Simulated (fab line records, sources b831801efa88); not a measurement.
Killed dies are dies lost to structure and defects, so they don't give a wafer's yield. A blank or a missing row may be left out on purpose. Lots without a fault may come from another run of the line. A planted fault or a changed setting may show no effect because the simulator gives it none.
Problem report in the 8D (eight disciplines) form, filled by code | flow gf180mcu | the parts of the form that need people (team, actions taken, sign-off) are left out

1. THE PROBLEM
run_length_s at GF_STI_ETCH_14 reads a mean of 136.4 s on 6 wafers of 2 lots; wafers without a fault read 131.2 s with a standard deviation of 0.39. That is +13 standard deviations from the usual mean.
The step: etches Si in HBr/Cl2/O2, target depth 360 nm, time 102.9 s.
First seen on wafer L473.1, day 4 21:53, on rie_si-01. The record holds 18 wafers of 6 lots with a number at this step. Rule for "out", or "out of limits": more than 4 standard deviations from the usual mean. The other wafers with a number count as sound.

2. WHAT IT IS AND WHAT IT IS NOT
question                    | is                     | is not
which readings at this step | run_length_s           | drypump_motor_current_A, oes_product_au, throttle_valve_pct
which lots                  | L473, L476             | L466, L470, L477, L483
which wafers of those lots  | all that have a number | -
read on which tools         | rie_si-01              | rie_si-02
when                        | from day 4 21:53       | up to then (6 sound wafers); but 6 sound wafers of L477, L483 came after

3. SUSPECTS, AND WHAT RULES EACH OUT
Counting: a tool at a process step up to the reading stays a suspect if it ran every lot that is out and no sound lot after the first of them.
- rie_si-01 at GF_STI_ETCH_14 (etches Si in HBr/Cl2/O2, target depth 360 nm, time 102.9 s): kept. It ran every lot that is out, first L473 (day 4 21:53), and no sound lot after that; its last sound lot up to then is L466 (day 3 09:01). Its own readings are out on those wafers: run_length_s.
Left after counting: rie_si-01 at GF_STI_ETCH_14.

4. THE CAUSE (what the simulator had put in)
Process parameter drift: rie_si-01, from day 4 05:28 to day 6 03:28, at GF_STI_ETCH_14. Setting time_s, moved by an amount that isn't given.
Counting left only this tool.

5. THE CHAIN OF EFFECTS, in route order
Each row: a reading whose mean over the struck wafers that have a number lies more than 3 standard deviations from the usual. Only readings for which the record gives a usual standard deviation are gone through. hours: the time from each lot's start at the first step in this table that gives one to its start at this step, as a median over the lots. sigmas: the change in usual standard deviations.
hours | step           | reading      | usual   | on struck wafers | change | sigmas
0     | GF_STI_ETCH_14 | run_length_s | 131.2 s | 136.4            | +5.2   | +13
The process steps in it:
- GF_STI_ETCH_14: etches Si in HBr/Cl2/O2, target depth 360 nm, time 102.9 s.

6. WHAT WOULD HAVE CAUGHT IT SOONER
In this record the first reading out of limits was taken at day 4 21:53, 16 hours after the fault began at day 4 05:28.
